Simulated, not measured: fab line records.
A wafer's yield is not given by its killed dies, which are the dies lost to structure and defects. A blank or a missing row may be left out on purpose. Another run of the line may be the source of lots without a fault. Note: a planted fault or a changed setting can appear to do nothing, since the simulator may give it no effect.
Struck lot and sound lot, side by side / flow sky130 / 24 steps out of a route of 708
Sound: the wafers L285.1, L285.3, L285.6. The struck wafers were L283.1, L283.3, L283.6. At the end, the cause is stated.
Per side, at each step with rows, come the tool, then ch with its chambers, and then its first start. Under that, the readings that differ: sound wafers / struck wafers / difference of the means / sigmas: that difference in standard deviations of wafers without a fault.
alike: words and numbers the same on both sides, and readings whose means are apart by under 2 such deviations; not compared: readings that were withheld, readings missing a value for some wafer, numbers with overlapping values and no deviation given by the record, and bounds like >300 which may hide the same value.
The two part at a step that has a row with sigmas, a row that says differs or no value, or rows on one side only. Numbers that have no deviation but don't overlap get no sigmas and don't part them. Lack of a reading on every wafer of one side parts them only where that side has two or more wafers.

first, 9 steps without rows for these wafers: SKY_LI_CONTACT_ETCH_14 (etches BARC in N2/H2, stops on SiO2, time 45.9 s, target depth 60 nm); SKY_LI_CONTACT_ETCH_15 (etches PSG in C4F8/O2/Ar, stops on Si, target depth 600 nm); SKY_LI_CONTACT_STRIP_16 (strips in O2/N2); SKY_LI_CONTACT_CLEAN_17 (cleans in NMP, time 600 s); SKY_LI_CONTACT_PRE_CLEAN_18 (time 5.6 s); SKY_LI_CONTACT_SPUTTER_19 (material Ti, target thk 20 nm, time 106.37 s); SKY_LI_CONTACT_SPUTTER_20 (material TiN, target thk 20 nm, time 80 s); SKY_LI_CONTACT_CVD_21 (deposits W, target thk 400 nm, time 120.56 s); SKY_LI_CONTACT_CMP_24 (polishes, stops on PSG, t overpolish 20 s, target thk 0 nm).
SKY_LOCAL_INTERCONNECT_SPUTTER_00: material TiN, target thk 100 nm, time 83.3 s.
  sound on pvd_sputter-02 at day 36 04:28; struck on pvd_sputter-02 at day 35 13:16
  no value came back on the struck wafers for cathode_dc_power_W (W), chamber_pressure_pa (Pa), throttle_valve_pct (%); on the sound wafers cathode_dc_power_W (W) reads 6500.7 6501.3 6500.5
SKY_LOCAL_INTERCONNECT_RS_MEAS_01: the measuring method here is four-point-probe.
  sound on film_metro-02 at day 36 04:32; struck on film_metro-01 at day 35 13:20
reading=LOCAL_INTERCONNECT_TIN_RS (ohm/sq); sound=14.03 13.89 13.80; struck=- - -; difference=no value on the struck wafers; sigmas=
SKY_LOCAL_INTERCONNECT_THK_MEAS_02: measures by xrf.
  sound on film_metro-02 at day 36 04:39; struck on film_metro-01 at day 35 13:28
reading=LOCAL_INTERCONNECT_TIN_THK (nm); sound=101.6 102.8 103.1; struck=<0.0 <0.0 <0.0; difference=differs; sigmas=
then, 9 steps without rows for these wafers: SKY_LOCAL_INTERCONNECT_DEHYDRATE_03 (time 60 s); SKY_LOCAL_INTERCONNECT_HMDS_04 (prime time 60 s); SKY_LOCAL_INTERCONNECT_COAT_05 (resist thk 60 nm); SKY_LOCAL_INTERCONNECT_COAT_06 (resist thk 450 nm); SKY_LOCAL_INTERCONNECT_SOFTBAKE_07 (time 90 s); SKY_LOCAL_INTERCONNECT_EXPOSE_08 (exposes mask LI1M, target cd 170 nm); SKY_LOCAL_INTERCONNECT_PEB_09; SKY_LOCAL_INTERCONNECT_DEVELOP_10 (develop time 60 s); SKY_LOCAL_INTERCONNECT_ETCH_13 (etches BARC in N2/H2, stops on SiO2, time 45.9 s, target depth 60 nm).
SKY_LOCAL_INTERCONNECT_METAL_ETCH_14: etches TiN in Cl2/BCl3, stops on PSG, target depth 110 nm, time 31.4 s.
  sound on rie_metal-01 ch 0,1, day 37 07:09; struck on rie_metal-03 ch 0,1, day 36 15:39
reading=oes_product_au (a.u.); sound=0.946 0.952 0.955; struck=0.492 0.484 0.491; difference=-0.462; sigmas=-54
reading=throttle_valve_pct (%); sound=21.899 21.893 21.885; struck=22.192 22.202 22.195; difference=+0.304; sigmas=+33
  alike: drypump_motor_current_A
  not compared: rf_hours_counter_h
then, 1 step without rows for these wafers: SKY_LOCAL_INTERCONNECT_STRIP_15 (strips in O2/N2).
-- the record jumps here: 14 days lie between the struck wafers' starts before and after (it left off in module LOCAL_INTERCONNECT and takes up again in module PAD_OPEN, whose first step shown is number 708 of the route) --
SKY_PAD_OPEN_PROBE_99:
  sound on prober-01 at day 50 17:11; struck on prober-02 at day 50 10:11
reading=killed_at_M0_to_M3; sound=43 43 47; struck=10 11 7; difference=-35; sigmas=-5
reading=killed_at_contacts; sound=30 25 27; struck=481 478 480; difference=+452; sigmas=+74
reading=killed_at_front_end; sound=20 11 14; struck=0 3 4; difference=-13; sigmas=-3
reading=killed_dies; sound=98 81 92; struck=492 492 492; difference=+402; sigmas=+40
reading=killed_on_rim; sound=17 19 19; struck=96 96 96; difference=+78; sigmas=+22
reading=killed_open; sound=49 46 59; struck=9 10 8; difference=-42; sigmas=-6
reading=killed_short; sound=49 35 33; struck=3 6 10; difference=-33; sigmas=-5
  alike: killed_at_M4_up, killed_at_other

## WHERE THEY PART
Last at SKY_PAD_OPEN_PROBE_99 as far as this record goes, first at SKY_LOCAL_INTERCONNECT_SPUTTER_00.

WHY: the cause the simulator had injected
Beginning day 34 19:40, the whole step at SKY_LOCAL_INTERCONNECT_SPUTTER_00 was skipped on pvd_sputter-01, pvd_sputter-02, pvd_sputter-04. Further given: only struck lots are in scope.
